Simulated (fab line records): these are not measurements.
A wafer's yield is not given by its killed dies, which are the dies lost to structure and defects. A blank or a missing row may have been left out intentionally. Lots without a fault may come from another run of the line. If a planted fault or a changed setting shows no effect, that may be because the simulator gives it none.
fab line records | flow sky130
[record] lots = 12 wafers = 36 lastDay = 50
route steps=708 shown CAPM@550 METAL5@661 PAD_OPEN@708
lots that met no fault: from a run of the same line without faults
startH: start of the lot's first displayed wafer, in hours after the record's first day | waitH: how many hours have passed since the lot's step before this one | " identical to the entry in the row above | L1.1+2: a single row standing in for several wafers | - either no value or no given start | * or withheld: withheld | < > ~ a bound
route shown NAME@n: names a module that has steps shown in the file, with the first one's number in the route | usual: the fault-free wafers' mean and standard deviation | same: alike in all rows | chamber/n: place in a boat | sites: per-site readings | _std_site: the standard deviation of these | _edge_site: inner sites' mean taken away from outer sites' mean | radiusMm: for every site, how far away it sits from the centre of the wafer | mask NAME#n: copy n | behind: the last tool/chamber to shape the wafer | hold: why the lot went on hold/how many hours it stayed there/how the hold came to an end | device: transistor that didn't switch, given as n, p or np | end of line: the route-end tests of the same wafers | a step given without rows: its recipe and nothing more | killed: at the first sort, the dies lost to defects and structure; wafer yield is something else | map: the dies of a wafer, with x for killed, . for not killed, _ for no die there
set.NAME: the setting as run; set.NAME@STEP: as run at that earlier step | model.NAME: the simulator's own value behind a step, which no gauge read
a sample of lots followed through the steps of the route, with each step as a table and each wafer as a row
services: when a tool's chamber went out of use (startH, in hours from the record's first day, below 0 if earlier), for how many hours, and the reason
[[steps]]
[step SKY_CAPM_METAL_ETCH_13]
[recipe] targetDepthNm = 220 stopOn = SiO2 chemistry = Cl2/BCl3 target = TiN pressureMtorr = 10 icpW = 900 biasW = 48.5 Cl2_flow_sccm = 60 bcl3FlowSccm = 30 timeS = 62.9
[usual] drypumpMotorCurrentA = 5.9/0.53 oesProductAu = 0.942/0.0074 throttleValvePct = 21.903/0.01
// columns lot.wafer tool chamber startH waitH drypumpMotorCurrentA oesProductAu rfHoursCounterH throttleValvePct
L358.1 rieMetal-04 1 869.11 0.0 6.1 0.951 15 21.899
L358.5 " 0 " " 5.1 0.932 - 21.891
L358.6 " 1 " " 6.1 0.941 - 21.906
L359.3 rieMetal-04 0 873.13 0.0 5.1 0.939 - 21.921
L359.4 " 1 " " 6.1 0.943 - 21.891
L359.5 " 1 " " 6.1 0.944 - 21.904
L360.2 rieMetal-04 0 886.25 0.0 5.1 0.944 11 21.902
L360.3 " 1 " " 6.1 0.946 - 21.900
L360.4 " 0 " " 5.1 0.944 - 21.912
L361.2 rieMetal-03 0 893.35 0.0 5.9 0.930 5 21.897
L361.5 " 0 " " 5.9 0.934 - 21.916
L361.6 " 1 " " 6.8 0.939 - 21.906
L362.3 rieMetal-02 1 910.28 0.0 6.4 0.951 - 21.909
L362.4 " 0 " " 5.8 0.947 - 21.907
L362.6 " 0 " " 5.8 0.949 - 21.896
L364.2 rieMetal-02 0 925.95 0.0 5.9 0.946 1 21.905
L364.3 " 0 " " 5.8 0.945 - 21.907
L364.6 " 0 " " 5.8 0.944 - 21.893
L365.4 rieMetal-04 1 936.07 0.0 6.1 0.943 - 21.911
L365.5 " 1 " " 6.2 0.938 - 21.891
L365.6 " 0 " " 5.1 0.927 - 21.906
L370.2 rieMetal-04 0 961.15 0.0 5.1 0.942 15 21.898
L370.3 " 1 " " 6.1 0.944 - 21.906
L370.6 " 0 " " 5.1 0.953 - 21.903
L372.3 rieMetal-04 1 984.58 0.0 6.2 0.949 - 21.895
L372.4 " 0 " " 5.1 0.950 - 21.893
L372.5 " 1 " " 6.2 0.948 - 21.917
L374.3 rieMetal-04 1 997.53 0.0 6.1 0.942 - 21.899
L374.5 " 1 " " 6.1 0.937 - 21.911
L374.6 " 0 " " 5.1 0.930 - 21.918
L379.2 rieMetal-03 0 1019.50 0.0 5.9 0.921 13 21.916
L379.4 " 0 " " 5.9 0.945 - 21.905
L379.6 " 0 " " 5.9 0.938 - 21.888
L380.1 rieMetal-02 0 1036.31 0.0 5.8 0.938 7 21.889
L380.4 " 0 " " 5.8 0.948 - 21.904
L380.6 " 1 " " 6.4 0.947 - 21.906
[step SKY_METAL5_SPUTTER_00]
[recipe] material = Ti targetThkNm = 15 powerW = 3000 timeS = 10 chamberPressurePa = 0.4
[usual] throttleValvePct = 30.0/0.79
// columns lot.wafer tool chamber startH waitH throttleValvePct
L358.1 pvdSputter-02 - 1000.76 0.1 30.4
L358.5 " - " " 28.9
L358.6 " - " " 29.9
L359.3 pvdSputter-03 - 1004.14 0.2 28.8
L359.4 " - " " 28.7
L359.5 " - " " 31.0
L360.2 pvdSputter-03 - 1015.97 0.1 29.0
L360.3 " - " " 30.4
L360.4 " - " " 31.1
L361.2 pvdSputter-04 - 1022.61 0.1 30.0
L361.5 " - " " 30.1
L361.6 " - " " 29.6
L362.3 pvdSputter-02 - 1037.61 0.1 29.0
L362.4 " - " " 30.8
L362.6 " - " " 30.9
L364.2 pvdSputter-03 - 1051.75 0.2 30.7
L364.3 " - " " 28.9
L364.6 " - " " 31.3
L365.4 pvdSputter-03 - 1059.55 0.2 31.0
L365.5 " - " " 28.7
L365.6 " - " " 30.7
L370.2 pvdSputter-02 - 1081.45 0.2 28.9
L370.3 " - " " 30.0
L370.6 " - " " 30.1
L372.3 pvdSputter-04 - 1101.86 0.2 30.5
L372.4 " - " " 29.4
L372.5 " - " " 29.8
L374.3 pvdSputter-04 - 1111.68 0.1 29.8
L374.5 " - " " 29.9
L374.6 " - " " 30.6
L379.2 pvdSputter-02 - 1131.94 0.2 30.9
L379.4 " - " " 30.7
L379.6 " - " " 30.0
L380.1 pvdSputter-03 - 1145.65 0.1 28.8
L380.4 " - " " 30.9
L380.6 " - " " 28.7
[step SKY_METAL5_SPUTTER_01]
[recipe] material = TiN targetThkNm = 20 powerW = 6500 timeS = 16.7 chamberPressurePa = 0.4
[usual] throttleValvePct = 30.0/0.79
// columns lot.wafer tool chamber startH waitH throttleValvePct
L358.1 pvdSputter-02 - 1000.79 0.0 30.5
L358.5 " - " " 29.1
L358.6 " - " " 29.8
L359.3 pvdSputter-03 - 1004.16 0.0 29.2
L359.4 " - " " 28.8
L359.5 " - " " 30.8
L360.2 pvdSputter-03 - 1016.00 0.0 28.8
L360.3 " - " " 30.9
L360.4 " - " " 31.2
L361.2 pvdSputter-04 - 1022.64 0.0 30.0
L361.5 " - " " 30.4
L361.6 " - " " 29.2
L362.3 pvdSputter-02 - 1037.64 0.0 28.7
L362.4 " - " " 30.8
L362.6 " - " " 30.9
L364.2 pvdSputter-03 - 1051.77 0.0 31.1
L364.3 " - " " 28.7
L364.6 " - " " 31.0
L365.4 pvdSputter-03 - 1059.58 0.0 31.1
L365.5 " - " " 29.0
L365.6 " - " " 30.8
L370.2 pvdSputter-02 - 1081.47 0.0 29.0
L370.3 " - " " 29.9
L370.6 " - " " 30.0
L372.3 pvdSputter-04 - 1101.88 0.0 30.6
L372.4 " - " " 29.1
L372.5 " - " " 29.7
L374.3 pvdSputter-04 - 1111.70 0.0 30.2
L374.5 " - " " 30.3
L374.6 " - " " 30.7
L379.2 pvdSputter-02 - 1131.96 0.0 30.9
L379.4 " - " " 30.5
L379.6 " - " " 29.6
L380.1 pvdSputter-03 - 1145.67 0.0 29.0
L380.4 " - " " 31.2
L380.6 " - " " 28.8
[step SKY_METAL5_METAL_ETCH_15]
[recipe] targetDepthA = 12600 stopOn = SiO2 overEtchFrac = 0.2 timeS = 252 chemistry = Cl2/BCl3 resistSidewallDeg = 86 pressureMtorr = 10 icpW = 900 biasW = 48.5 Cl2_flow_sccm = 60 bcl3FlowSccm = 30
[usual] drypumpMotorCurrentA = 6.0/0.54 oesProductAu = 0.894/0.0049 throttleValvePct = 22.265/0.0091
// columns lot.wafer tool chamber startH waitH drypumpMotorCurrentA oesProductAu rfHoursCounterH throttleValvePct
L358.1 rieMetal-03 1 1023.26 0.0 6.7 0.889 3 22.256
L358.5 " 1 " " 6.8 0.902 - 22.266
L358.6 " 0 " " 5.9 0.892 - 22.251
L359.3 rieMetal-04 0 1027.18 0.1 5.1 0.892 - 22.278
L359.4 " 1 " " 6.1 0.886 - 22.283
L359.5 " 1 " " 6.1 0.900 - 22.270
L360.2 rieMetal-02 1 1039.21 0.0 6.4 0.906 15 22.245
L360.3 " 0 " " 5.8 0.895 - 22.269
L360.4 " 1 " " 6.4 0.893 - 22.271
L361.2 rieMetal-04 1 1044.91 0.0 6.1 0.898 7 22.273
L361.5 " 1 " " 6.1 0.889 - 22.256
L361.6 " 0 " " 5.1 0.899 - 22.269
L362.3 rieMetal-03 1 1058.73 0.1 6.8 0.895 - 22.259
L362.4 " 0 " " 5.9 0.890 - 22.262
L362.6 " 1 " " 6.7 0.891 - 22.254
L364.2 rieMetal-04 1 1073.35 0.0 6.1 0.893 9 22.280
L364.3 " 0 " " 5.1 0.887 - 22.275
L364.6 " 0 " " 5.1 0.896 - 22.246
L365.4 rieMetal-04 0 1080.88 0.1 5.1 0.889 - 22.270
L365.5 " 0 " " 5.1 0.894 - 22.261
L365.6 " 1 " " 6.1 0.897 - 22.268
L370.2 rieMetal-04 1 1101.55 0.0 6.1 0.899 12 22.250
L370.3 " 0 " " 5.1 0.897 - 22.260
L370.6 " 0 " " 5.1 0.895 - 22.253
L372.3 rieMetal-03 0 1121.89 0.1 5.9 0.900 - 22.267
L372.4 " 1 " " 6.8 0.895 - 22.257
L372.5 " 1 " " 6.8 0.890 - 22.239
L374.3 rieMetal-04 0 1131.63 0.1 5.1 0.895 - 22.268
L374.5 " 0 " " 5.1 0.890 - 22.262
L374.6 " 1 " " 6.1 0.893 - 22.267
L379.2 rieMetal-02 0 1149.80 0.0 5.8 0.903 15 22.258
L379.4 " 1 " " 6.4 0.894 - 22.272
L379.6 " 1 " " 6.4 0.900 - 22.262
L380.1 rieMetal-03 0 1163.26 0.0 5.9 0.898 22 22.274
L380.4 " 0 " " 5.9 0.895 - 22.267
L380.6 " 0 " " 5.9 0.887 - 22.262
[step SKY_PAD_OPEN_PROBE_99]
[usual] defectLimitedYield = 82.5/1.9 killed_at_M0_to_M3 = 43/6.7 killed_at_M4_up = 3.2/1.9 killedAtContacts = 24/5.9 killedAtFrontEnd = 15/4.1 killedAtOther = 0.3/0.56 killedDies = 86/9.5 killedOpen = 47/7.4 killedShort = 39/5.5 sort_bin_3_pad_short = 0.8/0.4 sort_bin_5_function = 10.4/1.4 sort_bin_6_memory = 6.2/1.2 sortNPass = 406/9.5 sortYieldPct = 82.5/1.9
[same] grossDies = 492 killedAtBackSide = 0 sort_bin_4_leakage[%] = 0 sort_bin_8_speed[%] = 0
// columns lot.wafer tool chamber startH waitH hold defectLimitedYield[%] killed_at_M0_to_M3 killed_at_M4_up killedAtContacts killedAtFrontEnd killedAtOther killedDies killedOpen killedShort sort_bin_3_pad_short[%] sort_bin_5_function[%] sort_bin_6_memory[%] sortNPass sortYieldPct[%]
L358.1 prober-01 - 1070.52 0.1 - 80.3 41 5 39 11 1 97 54 43 1.2 11.6 6.9 395 80.3
L358.5 prober-01 - 1070.72 0.2 - 78.7 41 6 37 21 0 105 61 44 1.4 13.0 6.9 387 78.7
L358.6 prober-01 - 1070.77 0.2 - 81.3 48 3 30 11 0 92 48 44 1.2 9.3 8.1 400 81.3
L359.3 prober-02 - 1074.86 0.2 - 82.5 38 7 28 13 0 86 53 33 0.6 9.8 7.1 406 82.5
L359.4 prober-02 - 1074.91 0.2 - 83.9 40 5 22 10 2 79 31 48 0.8 11.0 4.3 413 83.9
L359.5 prober-02 - 1074.96 0.2 - 81.3 45 7 20 20 0 92 53 39 0.8 12.2 5.7 400 81.3
L360.2 prober-01 - 1085.47 0.1 - 82.3 43 3 32 9 0 87 41 46 0.6 10.0 7.1 405 82.3
L360.3 prober-01 - 1085.52 0.2 - 82.7 42 1 32 10 0 85 46 39 0.4 10.0 6.9 407 82.7
L360.4 prober-01 - 1085.57 0.2 - 81.7 50 3 24 13 0 90 46 44 0.4 11.0 6.9 402 81.7
L361.2 prober-02 - 1090.98 0.1 - 87.2 30 2 18 13 0 63 36 27 0.4 6.9 5.5 429 87.2
L361.5 prober-02 - 1091.13 0.2 - 85.2 40 6 16 10 1 73 32 41 1.6 8.3 4.9 419 85.2
L361.6 prober-02 - 1091.18 0.2 - 85.6 38 1 22 10 0 71 37 34 0.8 8.1 5.5 421 85.6
L362.3 prober-01 - 1103.13 0.2 - 80.9 44 7 25 18 0 94 48 46 1.6 11.2 6.3 398 80.9
L362.4 prober-01 - 1103.18 0.2 - 81.7 47 7 26 10 0 90 47 43 1.4 10.8 6.1 402 81.7
L362.6 prober-01 - 1103.28 0.2 - 79.9 48 3 31 17 0 99 55 44 0.8 9.8 9.6 393 79.9
L364.2 prober-01 - 1118.34 0.1 - 85.4 43 3 14 12 0 72 35 37 1.0 8.5 5.1 420 85.4
L364.3 prober-01 - 1118.39 0.2 - 82.9 40 2 31 11 0 84 48 36 0.6 9.1 7.3 408 82.9
L364.6 prober-01 - 1118.54 0.2 - 83.3 42 5 17 18 0 82 52 30 0.8 11.6 4.3 410 83.3
L365.4 prober-01 - 1124.94 0.2 - 83.3 45 1 22 13 1 82 44 38 0.6 10.4 5.7 410 83.3
L365.5 prober-01 - 1124.99 0.2 - 85.0 28 4 25 17 0 74 46 28 0.8 6.9 7.3 418 85.0
L365.6 prober-01 - 1125.04 0.2 - 81.3 42 4 26 20 0 92 58 34 0.4 11.2 7.1 400 81.3
L370.2 prober-01 - 1143.93 0.1 - 85.8 35 1 21 13 0 70 33 37 0.8 7.1 6.3 422 85.8
L370.3 prober-01 - 1143.98 0.2 - 82.5 37 3 25 21 0 86 49 37 0.4 11.4 5.7 406 82.5
L370.6 prober-01 - 1144.13 0.2 - 84.3 36 6 20 15 0 77 40 37 0.4 8.7 6.5 415 84.3
L372.3 prober-01 - 1162.30 0.2 awaitDispo/1.0h/release 73.0 37 2 20 14 60 133 37 37 2.8 18.7 5.5 359 73.0
L372.4 prober-01 - 1162.35 0.2 awaitDispo/1.0h/release 81.3 42 1 34 15 0 92 50 42 1.0 11.0 6.7 400 81.3
L372.5 prober-01 - 1162.40 0.2 awaitDispo/1.0h/release 74.2 35 2 21 15 54 127 36 38 2.4 18.7 4.7 365 74.2
L374.3 prober-01 - 1170.78 0.2 awaitDispo/2.9h/release 73.8 39 3 13 12 62 129 33 34 2.6 14.8 8.7 363 73.8
L374.5 prober-01 - 1170.88 0.2 awaitDispo/2.9h/release 73.8 30 2 29 11 57 129 41 31 2.8 15.9 7.5 363 73.8
L374.6 prober-01 - 1170.93 0.2 awaitDispo/2.9h/release 80.9 47 4 16 27 0 94 51 43 1.2 11.2 6.7 398 80.9
L379.2 prober-02 - 1186.92 0.1 - 84.6 45 0 24 7 0 76 42 34 0 9.6 5.9 416 84.6
L379.4 prober-02 - 1187.02 0.2 - 84.6 35 1 29 10 1 76 36 40 1.2 8.5 5.7 416 84.6
L379.6 prober-02 - 1187.12 0.2 - 81.9 44 5 24 16 0 89 49 40 0.6 11.2 6.3 403 81.9
L380.1 prober-01 - 1198.79 0.1 - 85.2 34 7 20 12 0 73 36 37 1.0 10.6 3.3 419 85.2
L380.4 prober-01 - 1198.94 0.2 - 82.7 45 5 22 13 0 85 47 38 1.0 10.4 5.9 407 82.7
L380.6 prober-01 - 1199.04 0.2 - 87.8 37 4 12 7 0 60 24 36 0.6 7.3 4.3 432 87.8
// killed by level:class
L358.1 LI_CONTACT:geometricParticle:open=13 CONTACT:geometricParticle:short=12 CONTACT:geometricParticle:open=11 VIA1:geometricParticle:open=10 METAL2:geometricParticle:short=8 VIA1:geometricParticle:short=5 VIA2:geometricParticle:open=5 FIELD_ISO:geometricParticle:short=4
L358.5 LI_CONTACT:geometricParticle:open=13 VIA1:geometricParticle:open=12 CONTACT:geometricParticle:open=10 METAL2:geometricParticle:short=9 FIELD_ISO:geometricParticle:open=6 METAL4:geometricParticle:short=6 POLY_GATE:geometricParticle:open=5 LOCAL_INTERCONNECT:geometricParticle:short=5
L358.6 CONTACT:geometricParticle:open=13 METAL2:geometricParticle:short=9 CONTACT:geometricParticle:short=7 METAL1:geometricParticle:short=7 LI_CONTACT:geometricParticle:open=6 VIA1:geometricParticle:open=6 VIA2:geometricParticle:open=6 VIA1:geometricParticle:short=5
L359.3 CONTACT:geometricParticle:open=12 VIA1:geometricParticle:open=12 CONTACT:geometricParticle:short=7 METAL1:geometricParticle:short=7 FIELD_ISO:geometricParticle:open=5 METAL4:geometricParticle:short=5 LI_CONTACT:geometricParticle:open=5 VIA2:geometricParticle:open=4
L359.4 LOCAL_INTERCONNECT:geometricParticle:short=8 METAL1:geometricParticle:short=7 VIA3:geometricParticle:open=6 METAL2:geometricParticle:short=6 CONTACT:geometricParticle:open=5 VIA1:geometricParticle:open=5 FIELD_ISO:geometricParticle:short=4 VIA1:geometricParticle:short=4
L359.5 VIA1:geometricParticle:open=15 VIA3:geometricParticle:open=9 CONTACT:geometricParticle:short=8 FIELD_ISO:geometricParticle:open=7 METAL2:geometricParticle:short=5 METAL1:geometricParticle:short=5 FIELD_ISO:geometricParticle:short=4 LI_CONTACT:geometricParticle:open=4
L360.2 CONTACT:geometricParticle:open=9 CONTACT:geometricParticle:short=8 VIA1:geometricParticle:open=8 METAL1:geometricParticle:short=7 LOCAL_INTERCONNECT:geometricParticle:short=6 VIA2:geometricParticle:open=6 VIA3:geometricParticle:open=6 LI_CONTACT:geometricParticle:open=5
L360.3 VIA1:geometricParticle:open=12 LI_CONTACT:geometricParticle:open=10 CONTACT:geometricParticle:open=9 CONTACT:geometricParticle:short=7 METAL2:geometricParticle:short=6 LOCAL_INTERCONNECT:geometricParticle:short=5 VIA1:geometricParticle:short=5 VIA2:geometricParticle:open=5
L360.4 VIA3:geometricParticle:open=10 VIA1:geometricParticle:open=9 METAL1:geometricParticle:short=7 METAL2:geometricParticle:short=7 FIELD_ISO:geometricParticle:open=6 LI_CONTACT:geometricParticle:open=6 CONTACT:geometricParticle:short=6 VIA2:geometricParticle:open=6
L361.2 VIA1:geometricParticle:open=7 CONTACT:geometricParticle:open=6 METAL2:geometricParticle:short=5 VIA3:geometricParticle:open=5 METAL1:geometricParticle:short=4 VIA1:geometricParticle:short=4 POLY_GATE:geometricParticle:short=3 LI_CONTACT:geometricParticle:open=3
L361.5 VIA1:geometricParticle:open=9 CONTACT:geometricParticle:open=8 METAL2:geometricParticle:short=6 FIELD_ISO:geometricParticle:short=5 METAL4:geometricParticle:short=5 VIA2:geometricParticle:short=5 VIA1:geometricParticle:short=4 LI_CONTACT:geometricParticle:open=3
L361.6 VIA1:geometricParticle:open=11 CONTACT:geometricParticle:short=6 LI_CONTACT:geometricParticle:open=5 METAL2:geometricParticle:short=5 CONTACT:geometricParticle:open=5 VIA1:geometricParticle:short=5 VIA3:geometricParticle:open=5 METAL1:geometricParticle:short=4
L362.3 VIA1:geometricParticle:open=13 CONTACT:geometricParticle:open=10 VIA2:geometricParticle:short=8 LI_CONTACT:geometricParticle:open=6 METAL4:geometricParticle:short=6 VIA3:geometricParticle:open=5 POLY_GATE:geometricParticle:open=4 POLY_GATE:geometricParticle:short=4
L362.4 VIA1:geometricParticle:open=13 LI_CONTACT:geometricParticle:open=10 CONTACT:geometricParticle:open=7 METAL2:geometricParticle:short=6 VIA2:geometricParticle:short=5 VIA3:geometricParticle:open=5 METAL3:geometricParticle:short=5 POLY_GATE:geometricParticle:short=4
L362.6 CONTACT:geometricParticle:open=10 VIA2:geometricParticle:open=10 CONTACT:geometricParticle:short=9 VIA1:geometricParticle:open=9 LI_CONTACT:geometricParticle:open=8 POLY_GATE:geometricParticle:short=6 METAL2:geometricParticle:short=6 METAL1:geometricParticle:short=5
L364.2 VIA1:geometricParticle:open=9 CONTACT:geometricParticle:open=7 METAL1:geometricParticle:short=7 METAL2:geometricParticle:short=5 VIA2:geometricParticle:open=5 FIELD_ISO:geometricParticle:short=4 VIA1:geometricParticle:short=4 FIELD_ISO:geometricParticle:open=3
L364.3 CONTACT:geometricParticle:open=11 VIA2:geometricParticle:open=10 VIA1:geometricParticle:open=8 LI_CONTACT:geometricParticle:open=6 CONTACT:geometricParticle:short=5 POLY_GATE:geometricParticle:short=4 METAL1:geometricParticle:short=4 METAL2:geometricParticle:short=4
L364.6 VIA1:geometricParticle:open=10 POLY_GATE:geometricParticle:open=7 VIA2:geometricParticle:open=7 LI_CONTACT:geometricParticle:open=5 CONTACT:geometricParticle:open=5 VIA1:geometricParticle:short=5 VIA3:geometricParticle:open=5 FIELD_ISO:geometricParticle:short=3
L365.4 CONTACT:geometricParticle:open=10 METAL2:geometricParticle:short=9 VIA2:geometricParticle:open=8 VIA1:geometricParticle:open=7 LI_CONTACT:geometricParticle:open=6 METAL1:geometricParticle:short=5 VIA1:geometricParticle:short=5 POLY_GATE:geometricParticle:short=4
L365.5 VIA1:geometricParticle:open=10 CONTACT:geometricParticle:open=9 LI_CONTACT:geometricParticle:open=7 VIA2:geometricParticle:open=7 POLY_GATE:geometricParticle:open=6 CONTACT:geometricParticle:short=6 FIELD_ISO:geometricParticle:short=5 POLY_GATE:geometricParticle:short=4
L365.6 VIA1:geometricParticle:open=13 CONTACT:geometricParticle:open=12 LI_CONTACT:geometricParticle:open=8 POLY_GATE:geometricParticle:open=7 VIA1:geometricParticle:short=7 VIA3:geometricParticle:open=6 FIELD_ISO:geometricParticle:short=5 VIA2:geometricParticle:open=4
L370.2 VIA1:geometricParticle:open=10 CONTACT:geometricParticle:open=7 CONTACT:geometricParticle:short=6 VIA1:geometricParticle:short=5 METAL2:geometricParticle:short=5 LI_CONTACT:geometricParticle:open=4 VIA2:geometricParticle:open=4 FIELD_ISO:geometricParticle:short=3
L370.3 FIELD_ISO:geometricParticle:short=10 VIA2:geometricParticle:open=10 VIA1:geometricParticle:open=8 VIA3:geometricParticle:open=8 LI_CONTACT:geometricParticle:open=7 CONTACT:geometricParticle:open=7 CONTACT:geometricParticle:short=7 FIELD_ISO:geometricParticle:open=5
L370.6 VIA3:geometricParticle:open=7 CONTACT:geometricParticle:open=6 METAL1:geometricParticle:short=6 FIELD_ISO:geometricParticle:short=5 CONTACT:geometricParticle:short=5 VIA1:geometricParticle:open=5 METAL4:geometricParticle:short=4 POLY_GATE:geometricParticle:open=4
L372.3 CAPM:unspecified=59 METAL1:geometricParticle:short=7 VIA1:geometricParticle:open=7 CONTACT:geometricParticle:open=6 LI_CONTACT:geometricParticle:open=5 VIA2:geometricParticle:open=5 VIA3:geometricParticle:open=5 CONTACT:geometricParticle:short=4
L372.4 LI_CONTACT:geometricParticle:open=12 VIA1:geometricParticle:open=11 CONTACT:geometricParticle:open=9 METAL1:geometricParticle:short=7 VIA2:geometricParticle:open=6 CONTACT:geometricParticle:short=5 LI_CONTACT:geometricParticle:short=4 LOCAL_INTERCONNECT:geometricParticle:short=4
L372.5 CAPM:unspecified=53 VIA1:geometricParticle:open=10 VIA3:geometricParticle:open=8 FIELD_ISO:geometricParticle:short=5 CONTACT:geometricParticle:open=5 LOCAL_INTERCONNECT:geometricParticle:short=5 METAL2:geometricParticle:short=5 POLY_GATE:geometricParticle:open=4
L374.3 CAPM:unspecified=62 VIA1:geometricParticle:open=7 CONTACT:geometricParticle:open=6 METAL3:geometricParticle:short=6 VIA3:geometricParticle:open=6 METAL1:geometricParticle:short=4 METAL2:geometricParticle:short=4 VIA2:geometricParticle:open=4
L374.5 CAPM:unspecified=57 CONTACT:geometricParticle:open=14 VIA1:geometricParticle:open=9 CONTACT:geometricParticle:short=7 VIA2:geometricParticle:open=5 POLY_GATE:geometricParticle:short=4 VIA1:geometricParticle:short=4 VIA3:geometricParticle:open=4
L374.6 VIA1:geometricParticle:open=9 POLY_GATE:geometricParticle:open=8 METAL1:geometricParticle:short=8 CONTACT:geometricParticle:open=8 VIA3:geometricParticle:open=7 FIELD_ISO:geometricParticle:open=6 METAL2:geometricParticle:short=6 VIA3:geometricParticle:short=6
L379.2 METAL2:geometricParticle:short=11 LI_CONTACT:geometricParticle:open=10 CONTACT:geometricParticle:open=8 VIA1:geometricParticle:open=8 VIA3:geometricParticle:open=8 METAL1:geometricParticle:short=5 VIA2:geometricParticle:short=5 POLY_GATE:geometricParticle:open=3
L379.4 CONTACT:geometricParticle:open=8 CONTACT:geometricParticle:short=8 LI_CONTACT:geometricParticle:open=7 VIA1:geometricParticle:open=6 VIA2:geometricParticle:short=6 METAL1:geometricParticle:short=5 VIA3:geometricParticle:open=4 VIA1:geometricParticle:short=4
L379.6 CONTACT:geometricParticle:open=11 VIA2:geometricParticle:open=7 VIA1:geometricParticle:open=7 VIA1:geometricParticle:short=7 VIA3:geometricParticle:open=7 METAL1:geometricParticle:short=5 POLY_GATE:geometricParticle:short=4 METAL4:geometricParticle:short=4
L380.1 CONTACT:geometricParticle:open=8 VIA3:geometricParticle:open=8 VIA1:geometricParticle:open=6 METAL4:geometricParticle:short=6 FIELD_ISO:geometricParticle:short=5 METAL1:geometricParticle:short=5 LI_CONTACT:geometricParticle:open=4 METAL3:geometricParticle:short=4
L380.4 VIA3:geometricParticle:open=9 VIA1:geometricParticle:open=7 VIA2:geometricParticle:open=7 CONTACT:geometricParticle:open=7 VIA1:geometricParticle:short=6 LI_CONTACT:geometricParticle:short=5 VIA2:geometricParticle:short=5 FIELD_ISO:geometricParticle:open=4
L380.6 VIA1:geometricParticle:open=8 METAL2:geometricParticle:short=8 LI_CONTACT:geometricParticle:open=5 METAL1:geometricParticle:short=4 VIA1:geometricParticle:short=4 VIA2:geometricParticle:open=4 VIA2:geometricParticle:short=3 METAL4:geometricParticle:short=3
[[services]]
// columns tool chamber startH hours kind
rieMetal-02 0 885.90 15.6 repair
pvdSputter-04 - 887.68 1.5 repair
rieMetal-04 1 890.54 - clean
rieMetal-04 1 890.54 16.0 scheduledDown
rieMetal-04 1 890.54 16.0 ventCycle
pvdSputter-02 - 908.03 4.5 repair
rieMetal-03 - 910.90 0.3 repair
rieMetal-03 1 988.77 2.8 repair
pvdSputter-04 - 988.89 3.6 repair
rieMetal-02 1 1005.55 6.0 repair
rieMetal-03 - 1007.54 1.5 repair
pvdSputter-04 - 1069.63 5.3 repair
pvdSputter-03 - 1075.49 11.1 repair
pvdSputter-03 - 1093.45 15.1 repair
rieMetal-03 0 1131.18 24.8 repair
pvdSputter-04 - 1132.14 4.7 repair
rieMetal-04 1 1133.55 2.5 repair
pvdSputter-03 - 1133.68 1.4 repair
rieMetal-04 - 1145.15 2.8 pm
rieMetal-04 0 1149.51 - clean
rieMetal-04 0 1149.51 - consumableReplace:focusRing
rieMetal-04 0 1149.51 19.4 scheduledDown
rieMetal-04 0 1149.51 19.4 ventCycle
pvdSputter-04 - 1154.21 3.7 repair
[[key]]
[firstSign] step = SKY_PAD_OPEN_PROBE_99 reading = killedAtOther direction = up sigmas = 58 usual = 0.3 struck = 58.2
[effect] step = SKY_PAD_OPEN_PROBE_99 reading = sort_bin_5_function direction = up sigmas = 4.8 usual = 10.4 struck = 17.0
metAt SKY_CAPM_METAL_ETCH_13
struckLots L372,L374
struckWafers L372.3,L372.5,L374.3,L374.5
notActingAt SKY_METAL5_SPUTTER_00,SKY_METAL5_SPUTTER_01,SKY_METAL5_METAL_ETCH_15
onsetBetween 961.15 984.58
[fault] kind = chamberParticleSource tool = rieMetal-04 chamber = 1 onsetH = 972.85 steps = SKY_CAPM_METAL_ETCH_13 ratePerVisitCm2 = 1.0515 endH = 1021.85
